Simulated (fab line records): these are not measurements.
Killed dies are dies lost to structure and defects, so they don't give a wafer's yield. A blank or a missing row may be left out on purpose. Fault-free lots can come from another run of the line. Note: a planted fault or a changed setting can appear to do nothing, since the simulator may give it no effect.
Tool commonality check    flow sky130    Sample size 12 lots and 36 wafers

## THE REASON FOR OPENING IT
On 1 of the 12 lots, a flag is raised at SKY_FIELD_ISO_CD_MEAS_13 on the reading cd-nm. Fault-free wafers read 150.3 nm, with a standard deviation of 1.4.
Rule: a lot is flagged when every wafer of it that has a number lies more than 4 standard deviations from that mean, or none has a number. All remaining lots are regarded as sound.

lot   measured     on         cd-nm (nm), wafer by wafer  flag
L728  day 2 06:55  cd-sem-01  149.5 149.0 149.9           
L733  day 3 07:17  cd-sem-02  151.9 152.3 152.3           
L737  day 4 02:59  cd-sem-02  134.3 133.3 133.9           FLAGGED
L739  day 4 12:04  cd-sem-01  150.4 150.4 150.5           
L740  day 5 11:16  cd-sem-02  149.1 150.7 150.9           
L742  day 5 11:53  cd-sem-02  149.5 151.6 151.6           
L744  day 5 18:41  cd-sem-02  149.2 150.8 149.5           
L747  day 6 06:46  cd-sem-02  152.2 151.6 152.4           
L748  day 6 15:01  cd-sem-02  151.1 151.3 149.0           
L749  day 6 17:46  cd-sem-01  153.2 152.8 152.8           
L750  day 7 01:46  cd-sem-01  149.1 150.7 149.5           
L751  day 7 05:25  cd-sem-02  147.8 148.9 149.4           
The mean of the flagged lots' numbers is 133.8 nm, -16.5 nm from the usual (-12 standard deviations).

## EACH LOT AND THE TOOL IT RAN ON
The record holds 1 process step before the reading, out of a route of 708 steps. In each cell: the tool, then ch and the chambers that the sampled wafers went through, then the start.
lot   flag     SKY_FIELD_ISO_EXPOSE_10
L728           krf-scanner-02 ch 0, day 1 23:05
L733           krf-scanner-02 ch 0, day 2 23:53
L737  FLAGGED  krf-scanner-01 ch 0, day 3 18:37
L739           krf-scanner-01 ch 0, day 4 05:23
L740           krf-scanner-02 ch 0, day 5 02:31
L742           krf-scanner-02 ch 0, day 5 02:46
L744           krf-scanner-01 ch 0, day 5 09:16
L747           krf-scanner-01 ch 0, day 5 21:57
L748           krf-scanner-02 ch 0, day 6 05:07
L749           krf-scanner-01 ch 0, day 6 09:05
L750           krf-scanner-02 ch 0, day 6 16:17
L751           krf-scanner-01 ch 0, day 6 19:56
What is done by these steps:
- SKY_FIELD_ISO_EXPOSE_10: exposes mask FOM, target cd 150 nm.
- SKY_FIELD_ISO_CD_MEAS_13: target cd 150 nm.

## FLAGGED OVER TOTAL, TOOL BY TOOL (the gauges that took the reading come last)
step                      tool            lots run  flagged  share of the flagged lots  sound lots run after its first flagged lot
SKY_FIELD_ISO_EXPOSE_10   krf-scanner-01  6         1        all                        5 (L739,L744,L747,L749,L751)
SKY_FIELD_ISO_EXPOSE_10   krf-scanner-02  6         0        none                       -
SKY_FIELD_ISO_CD_MEAS_13  cd-sem-01       4         0        none                       -
SKY_FIELD_ISO_CD_MEAS_13  cd-sem-02       8         1        all                        6 (L740,L742,L744,L747,L748,L751)

## THE TABLE: WHAT IT ALLOWS
krf-scanner-01 at SKY_FIELD_ISO_EXPOSE_10 and cd-sem-02 at SKY_FIELD_ISO_CD_MEAS_13 are the 2 rows of the table that ran each flagged lot.
- krf-scanner-01 at SKY_FIELD_ISO_EXPOSE_10 ran 6 lots, 1 of them flagged. After the first flagged lot (L739, L744, L747, L749, L751), sound lots still ran on it; a lasting fault on the whole tool would not permit that.
- cd-sem-02 at SKY_FIELD_ISO_CD_MEAS_13 ran 8 lots, 1 of them flagged. After the first flagged lot (L740, L742, L744, L747, L748, L751), sound lots still ran on it; a lasting fault on the whole tool would not permit that.
None of the table's rows ran every flagged lot and, after the first, no sound lot.

## WHAT THE SIMULATOR PUT IN
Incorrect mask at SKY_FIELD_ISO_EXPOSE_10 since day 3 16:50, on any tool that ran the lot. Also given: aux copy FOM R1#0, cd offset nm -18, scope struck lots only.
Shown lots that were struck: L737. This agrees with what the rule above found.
